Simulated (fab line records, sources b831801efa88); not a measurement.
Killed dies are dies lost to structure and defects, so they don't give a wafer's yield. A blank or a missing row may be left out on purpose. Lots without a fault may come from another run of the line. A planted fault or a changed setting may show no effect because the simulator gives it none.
fab line records | flow sky130
record lots=12 wafers=36 last_day=50
route steps=708 shown VT_ADJUST_PCH@150 GATE_OXIDE@194 POLY_GATE@232
lots that met no fault: from a run of the same line without faults
start_h: hours from the record's first day to the start of the lot's first wafer shown | wait_h: hours since the lot's step before | " the same as in the row above | L1.1+2: a row that stands for several wafers | - no value, or no start given | * or withheld: withheld | < > ~ a bound
route shown NAME@n: a module of which the file shows steps, and the number in the route of the first | usual: mean/standard deviation of fault-free wafers | same: alike in all rows | chamber/n: place in a boat | sites: the reading at each site | _std_site: their standard deviation | _edge_site: outer sites' mean less inner sites' | radius_mm: how far each site lies from the wafer's centre | mask NAME#n: copy n | behind: the tool/chamber that last shaped the wafer | hold: why the lot was held/for how many hours/how that ended | device: the transistor (n, p or np) that didn't switch | end of line: the same wafers' tests at the end of the route | a step without rows: its recipe alone | killed: dies lost to structure and defects at the first sort, not the wafer's yield | map: a wafer's dies, x killed, . not, _ none there
set.NAME: the setting as run; set.NAME@STEP: as run at that earlier step | model.NAME: the simulator's own value behind a step, which no gauge read
steps of the route over a sample of lots; a table a step, a row a wafer
services: from which hour (start_h, from the record's first day; less than 0 if before it) a tool's chamber was out of use, for how many hours, and why
## steps
# step SKY_VT_ADJUST_PCH_OVL_MEAS_07
# usual VT_ADJUST_PCH_OVL=0.5/1.3
# columns lot.wafer tool chamber start_h wait_h VT_ADJUST_PCH_OVL[nm]
L917.2 overlay-01 - 250.65 - 1.9
L917.3 " - " " 1.9
L917.5 " - " " 1.6
L920.2 overlay-01 - 275.60 - 0.3
L920.3 " - " " 1.2
L920.4 " - " " 2.0
L921.1 overlay-02 - 281.34 - 1.0
L921.3 " - " " 0.5
L921.5 " - " " 0.1
L925.1 overlay-01 - 312.99 - -0.5
L925.3 " - " " 0.1
L925.5 " - " " 0.3
L926.2 overlay-02 - 318.80 - -1.3
L926.4 " - " " 0.5
L926.5 " - " " 0.3
L927.4 overlay-01 - 326.96 - 1.6
L927.5 " - " " 0.9
L927.6 " - " " 2.0
L928.1 overlay-02 - 333.79 - -2.0
L928.3 " - " " -0.2
L928.6 " - " " -1.0
L929.3 overlay-01 - 348.00 - 3.4
L929.4 " - " " 1.9
L929.5 " - " " 2.4
L930.3 overlay-01 - 355.84 - -0.7
L930.4 " - " " 1.7
L930.6 " - " " -1.4
L931.1 overlay-02 - 358.34 - 2.8
L931.4 " - " " 0.1
L931.5 " - " " 2.0
L934.1 overlay-01 - 380.34 - 3.1
L934.3 " - " " 0.4
L934.5 " - " " 1.5
L937.3 overlay-02 - 419.75 - 1.1
L937.4 " - " " 1.8
L937.5 " - " " 0.5
# step SKY_GATE_OXIDE_EXPOSE_07
# recipe mask_id=LVOM na=0.6 source_shape=conventional sigma_outer=0.6 polarization=unpolarized target_cd_nm=600 dose_mj=170
# usual stage_vel_mm_s=499.97/0.27
# columns lot.wafer tool chamber start_h wait_h mask stage_vel_mm_s
L917.2 iline_stepper-02 0 324.13 - LVOM#0 499.47
L917.3 " 0 " " LVOM#0 499.79
L917.5 " 0 " " LVOM#0 499.70
L920.2 iline_stepper-01 0 349.91 - LVOM#0 500.14
L920.3 " 0 " " LVOM#0 500.11
L920.4 " 0 " " LVOM#0 499.86
L921.1 iline_stepper-01 0 361.98 - LVOM#0 499.76
L921.3 " 0 " " LVOM#0 499.76
L921.5 " 0 " " LVOM#0 499.99
L925.1 iline_stepper-02 0 388.14 - LVOM#0 500.33
L925.3 " 0 " " LVOM#0 500.48
L925.5 " 0 " " LVOM#0 500.36
L926.2 iline_stepper-01 0 396.37 - LVOM#0 499.88
L926.4 " 0 " " LVOM#0 500.02
L926.5 " 0 " " LVOM#0 500.25
L927.4 iline_stepper-01 0 407.97 - LVOM#0 499.95
L927.5 " 0 " " LVOM#0 499.62
L927.6 " 0 " " LVOM#0 499.76
L928.1 iline_stepper-01 0 413.80 - LVOM#0 499.99
L928.3 " 0 " " LVOM#0 499.71
L928.6 " 0 " " LVOM#0 499.76
L929.3 iline_stepper-01 0 429.24 - LVOM#0 499.57
L929.4 " 0 " " LVOM#0 499.80
L929.5 " 0 " " LVOM#0 499.70
L930.3 iline_stepper-02 0 435.45 - LVOM#0 500.57
L930.4 " 0 " " LVOM#0 499.95
L930.6 " 0 " " LVOM#0 499.91
L931.1 iline_stepper-02 0 439.20 - LVOM#0 499.66
L931.4 " 0 " " LVOM#0 499.74
L931.5 " 0 " " LVOM#0 499.96
L934.1 iline_stepper-01 0 463.96 - LVOM#0 499.76
L934.3 " 0 " " LVOM#0 500.05
L934.5 " 0 " " LVOM#0 499.90
L937.3 iline_stepper-02 0 504.47 - LVOM#0 499.75
L937.4 " 0 " " LVOM#0 500.21
L937.5 " 0 " " LVOM#0 500.11
# step SKY_GATE_OXIDE_OVL_MEAS_10
# usual GATE_OXIDE_OVL=0.5/1.8
# columns lot.wafer tool chamber start_h wait_h GATE_OXIDE_OVL[nm]
L917.2 overlay-02 - 337.26 0.1 2.2
L917.3 " - " " 1.8
L917.5 " - " " 2.2
L920.2 overlay-02 - 363.24 0.1 -2.2
L920.3 " - " " -1.1
L920.4 " - " " -1.7
L921.1 overlay-02 - 375.84 0.1 0.9
L921.3 " - " " 1.5
L921.5 " - " " 0.9
L925.1 overlay-01 - 402.44 0.1 -2.3
L925.3 " - " " 0.1
L925.5 " - " " -0.1
L926.2 overlay-02 - 411.04 0.1 2.1
L926.4 " - " " 1.9
L926.5 " - " " 3.9
L927.4 overlay-02 - 422.88 0.1 -2.0
L927.5 " - " " -2.2
L927.6 " - " " -2.0
L928.1 overlay-02 - 428.60 0.1 -0.9
L928.3 " - " " -2.5
L928.6 " - " " -3.0
L929.3 overlay-02 - 444.84 0.1 113.4
L929.4 " - " " 116.2
L929.5 " - " " 116.0
L930.3 overlay-02 - 450.81 0.1 0.2
L930.4 " - " " 4.2
L930.6 " - " " 1.1
L931.1 overlay-02 - 455.54 0.1 0.6
L931.4 " - " " -0.8
L931.5 " - " " 0.7
L934.1 overlay-02 - 478.83 0.1 116.5
L934.3 " - " " 119.0
L934.5 " - " " 119.4
L937.3 overlay-01 - 520.06 0.1 1.2
L937.4 " - " " 0.6
L937.5 " - " " 1.2
# step SKY_GATE_OXIDE_TW_MEAS_14
# usual GATE_OXIDE_TW=224.1/1.9
# columns lot.wafer tool chamber start_h wait_h GATE_OXIDE_TW
L917.2 film_metro-04 - 337.65 0.1 226.8
L917.3 " - " " 226.2
L917.5 " - " " 228.1
L920.2 film_metro-01 - 363.66 0.1 222.5
L920.3 " - " " 223.3
L920.4 " - " " 224.2
L921.1 film_metro-01 - 376.23 0.1 222.0
L921.3 " - " " 222.5
L921.5 " - " " 222.5
L925.1 film_metro-01 - 402.83 0.1 224.5
L925.3 " - " " 224.1
L925.5 " - " " 222.2
L926.2 film_metro-03 - 411.44 0.1 224.2
L926.4 " - " " 223.6
L926.5 " - " " 223.7
L927.4 film_metro-01 - 423.29 0.1 222.4
L927.5 " - " " 223.1
L927.6 " - " " 222.5
L928.1 film_metro-01 - 428.99 0.1 224.0
L928.3 " - " " 222.2
L928.6 " - " " 224.2
L929.3 film_metro-01 - 445.24 0.1 223.0
L929.4 " - " " 224.5
L929.5 " - " " 223.1
L930.3 film_metro-04 - 451.22 0.1 226.2
L930.4 " - " " 226.8
L930.6 " - " " 227.3
L931.1 film_metro-01 - 455.94 0.1 223.4
L931.4 " - " " 224.1
L931.5 " - " " 223.4
L934.1 film_metro-04 - 479.22 0.1 226.8
L934.3 " - " " 225.6
L934.5 " - " " 226.5
L937.3 film_metro-03 - 520.47 0.1 223.1
L937.4 " - " " 224.3
L937.5 " - " " 222.8
# step SKY_POLY_GATE_STRIP_18
# recipe chemistry=O2/N2 power_w=1400 pressure_mtorr=1500 platen_temp_c=withheld o2_flow_sccm=3000 n2_flow_sccm=300 overash_fraction=0.5
# usual drypump_motor_current_A=6.03/0.28 n2_flow_sccm=300.0/0.89 oes_product_au=0.362/0.0047 strip_time_to_endpoint_s=3.18/0.056
# columns lot.wafer tool chamber start_h wait_h drypump_motor_current_A n2_flow_sccm oes_product_au rf_hours_counter_h strip_time_to_endpoint_s
L917.2 plasma_asher-01 1 399.69 0.0 5.44 299.5 0.364 72 3.21
L917.3 " 0 " " 5.79 299.7 0.364 - 3.23
L917.5 " 1 " " 5.46 301.4 0.370 - 3.24
L920.2 plasma_asher-02 0 430.85 0.0 6.06 300.7 0.360 64 3.19
L920.3 " 1 " " 6.35 301.0 0.361 - 3.14
L920.4 " 0 " " 6.04 300.4 0.357 - 3.16
L921.1 plasma_asher-02 1 443.63 0.0 6.34 300.4 0.366 65 3.19
L921.3 " 1 " " 6.33 300.1 0.358 - 3.18
L921.5 " 1 " " 6.33 299.7 0.367 - 3.25
L925.1 plasma_asher-04 1 468.88 0.0 6.08 299.4 0.358 4 3.10
L925.3 " 1 " " 6.09 300.3 0.367 - 3.18
L925.5 " 0 " " 6.25 300.8 0.364 - 3.18
L926.2 plasma_asher-02 0 478.03 0.0 6.03 300.6 0.362 69 3.16
L926.4 " 1 " " 6.31 300.7 0.361 - 3.13
L926.5 " 0 " " 6.06 300.6 0.359 - 3.15
L927.4 plasma_asher-01 0 491.31 0.0 5.83 301.0 0.362 - 3.18
L927.5 " 1 " " 5.48 301.5 0.355 - 3.19
L927.6 " 0 " " 5.80 299.3 0.366 - 3.12
L928.1 plasma_asher-01 1 499.38 0.0 5.46 299.6 0.363 81 3.22
L928.3 " 1 " " 5.43 299.2 0.363 - 3.16
L928.6 " 1 " " 5.46 299.5 0.356 - 3.22
L929.3 plasma_asher-04 1 512.73 0.1 6.11 298.9 0.354 - 3.06
L929.4 " 0 " " 6.26 300.5 0.363 - 3.16
L929.5 " 0 " " 6.26 302.7 0.361 - 3.21
L930.3 plasma_asher-04 0 520.32 0.1 6.23 300.4 0.363 - 3.15
L930.4 " 1 " " 6.09 300.1 0.358 - 3.19
L930.6 " 0 " " 6.28 300.1 0.351 - 3.23
L931.1 plasma_asher-02 1 524.08 0.0 6.31 300.6 0.353 74 3.16
L931.4 " 1 " " 6.33 300.6 0.370 - 3.22
L931.5 " 1 " " 6.33 300.4 0.352 - 3.13
L934.1 plasma_asher-02 0 546.28 0.0 6.05 299.6 0.359 77 3.23
L934.3 " 1 " " 6.35 300.4 0.359 - 3.18
L934.5 " 0 " " 6.07 299.4 0.363 - 3.21
L937.3 plasma_asher-01 1 585.66 0.1 5.48 300.3 0.365 - 3.17
L937.4 " 0 " " 5.83 300.4 0.365 - 3.16
L937.5 " 0 " " 5.86 300.8 0.366 - 3.17
## services
# columns tool chamber start_h hours kind
iline_stepper-01 - 301.31 1.7 pm
iline_stepper-02 0 323.15 - calibration
plasma_asher-04 - 342.92 3.4 repair
plasma_asher-04 - 346.48 14.6 pm
iline_stepper-01 - 385.97 4.4 pm
iline_stepper-02 - 399.88 2.1 pm
iline_stepper-02 - 401.96 - consumable_replace:lamp
iline_stepper-01 0 405.50 - calibration
iline_stepper-02 - 407.17 1.7 pm
plasma_asher-04 - 421.25 9.0 pm
plasma_asher-04 0 421.25 9.0 vent_cycle
plasma_asher-04 1 421.25 9.0 vent_cycle
iline_stepper-02 - 427.36 0.7 repair
plasma_asher-04 0 430.25 - clean
plasma_asher-04 1 430.25 - clean
plasma_asher-04 - 471.61 11.1 repair
plasma_asher-01 - 473.88 1.2 repair
plasma_asher-01 - 491.65 4.8 repair
iline_stepper-01 - 519.49 1.7 pm
plasma_asher-01 - 527.63 2.8 pm
iline_stepper-02 0 542.72 - calibration
plasma_asher-04 - 564.10 0.8 repair
plasma_asher-02 - 581.26 2.8 pm
## key
first_sign step=SKY_GATE_OXIDE_OVL_MEAS_10 reading=GATE_OXIDE_OVL direction=up sigmas=65 usual=0.5 struck=116.7
effect none on later readings
met_at SKY_GATE_OXIDE_EXPOSE_07
struck_lots L929,L934
tester_left_out L929,L934
not_acting_at SKY_VT_ADJUST_PCH_OVL_MEAS_07,SKY_GATE_OXIDE_TW_MEAS_14,SKY_POLY_GATE_STRIP_18
onset_between 413.80 429.24
fault kind=scanner_matching_overlay tool=iline_stepper-01 chamber=- onset_h=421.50 steps=SKY_GATE_OXIDE_EXPOSE_07 offset=118.17
# tester_left_out: of these lots the tester's yield and bins aren't shown, on N5 and GAA mostly nor the transistor test; their killed dies are dies lost to structure and defects alone, not to doping, threshold or leakage, so they don't give the yield
